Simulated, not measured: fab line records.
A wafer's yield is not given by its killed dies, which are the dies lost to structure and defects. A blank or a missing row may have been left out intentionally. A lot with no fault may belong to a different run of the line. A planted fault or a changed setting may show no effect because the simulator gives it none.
Tool commonality check    flow gf180mcu    12 lots and 36 wafers in the sample

## WHY IT WAS OPENED
GF_VT_IMPLANT_RS_MEAS_47, reading NWELL_RS: flagged on 2 of 12 lots. Wafers without a fault read 487.7 ohm/sq, standard deviation 1.3.
Rule: a lot gets a flag if all its wafers with a number sit over 4 standard deviations from that mean, or if no wafer of it has a number. The rest of the lots are taken to be sound.

lot   measured      on            NWELL_RS (ohm/sq), wafer by wafer  flag
L998  day 8 09:28   filmMetro-01  487.5 488.5 488.4                  
L100  day 9 01:49   filmMetro-01  489.2 487.6 488.5                  
L102  day 9 13:36   filmMetro-01  489.8 489.1 487.9                  
L104  day 10 04:10  filmMetro-01  489.8 489.2 488.4                  
L105  day 10 10:40  filmMetro-03  487.6 488.9 487.2                  
L106  day 10 16:19  filmMetro-02  486.7 486.4 486.1                  
L109  day 11 11:22  filmMetro-03  488.4 487.0 487.4                  
L114  day 12 19:54  filmMetro-03  487.3 487.9 488.0                  
L115  day 13 02:33  filmMetro-03  474.5 472.8 473.2                  FLAGGED
L116  day 13 12:19  filmMetro-02  486.2 486.5 487.6                  
L117  day 13 21:15  filmMetro-03  477.1 476.8 476.2                  FLAGGED
L118  day 14 05:07  filmMetro-01  489.0 487.2 488.4                  
Average over the flagged lots: 475.1 ohm/sq; offset from the usual -12.6 ohm/sq, equal to -10 standard deviations.

## WHICH TOOL EACH LOT WENT THROUGH
The record holds 1 process step before the reading, out of a route of 602 steps. Every cell lists first the tool, next ch and the chambers used by the sampled wafers, and last the start.
lot   flag     GF_NWELL_IMPLANT_09
L998           implanter-01 ch 0, day 3 22:57
L100           implanter-01 ch 0, day 4 12:02
L102           implanter-02 ch 0, day 4 22:16
L104           implanter-02 ch 0, day 5 09:16
L105           implanter-04 ch 0, day 5 16:21
L106           implanter-02 ch 0, day 5 20:16
L109           implanter-04 ch 0, day 6 12:42
L114           implanter-01 ch 0, day 7 15:11
L115  FLAGGED  implanter-04 ch 0, day 7 21:32
L116           implanter-01 ch 0, day 8 02:04
L117  FLAGGED  implanter-04 ch 0, day 8 10:01
L118           implanter-02 ch 0, day 8 16:44
What these steps do:
- GF_NWELL_IMPLANT_09
- GF_VT_IMPLANT_RS_MEAS_47: measures by four-point-probe.

## FLAGGED AGAINST TOTAL, ONE TOOL AT A TIME (gauges that did the reading follow at the end)
step                      tool          lots run  flagged  share of the flagged lots  sound lots run after its first flagged lot
GF_NWELL_IMPLANT_09       implanter-01  4         0        none                       -
GF_NWELL_IMPLANT_09       implanter-02  4         0        none                       -
GF_NWELL_IMPLANT_09       implanter-04  4         2        all                        0
GF_VT_IMPLANT_RS_MEAS_47  filmMetro-01  5         0        none                       -
GF_VT_IMPLANT_RS_MEAS_47  filmMetro-02  2         0        none                       -
GF_VT_IMPLANT_RS_MEAS_47  filmMetro-03  5         2        all                        0

## THE TABLE: WHAT IT ALLOWS
Every flagged lot went through 2 rows of the table: implanter-04 at GF_NWELL_IMPLANT_09 and filmMetro-03 at GF_VT_IMPLANT_RS_MEAS_47.
- implanter-04 at GF_NWELL_IMPLANT_09: 2 of its 4 lots flagged. It ran its last sound lot, L109, at day 6 12:42 and its first flagged lot, L115, at day 7 21:32: a fault with its onset between the two fits. Its own readings (beamOnS, faradayCurrentUA) fall more than 4 standard deviations out on all wafers of the flagged lots.
- filmMetro-03 at GF_VT_IMPLANT_RS_MEAS_47: 2 of its 5 lots flagged. It ran its last sound lot, L114, at day 12 19:54 and its first flagged lot, L115, at day 13 02:33: a fault with its onset between the two fits.
Counting lots can't tell these 2 tools apart, because each fits a fault that began at some hour. More lots, or a look at what each step does to the wafer, might.

## WHAT THE SIMULATOR PUT IN
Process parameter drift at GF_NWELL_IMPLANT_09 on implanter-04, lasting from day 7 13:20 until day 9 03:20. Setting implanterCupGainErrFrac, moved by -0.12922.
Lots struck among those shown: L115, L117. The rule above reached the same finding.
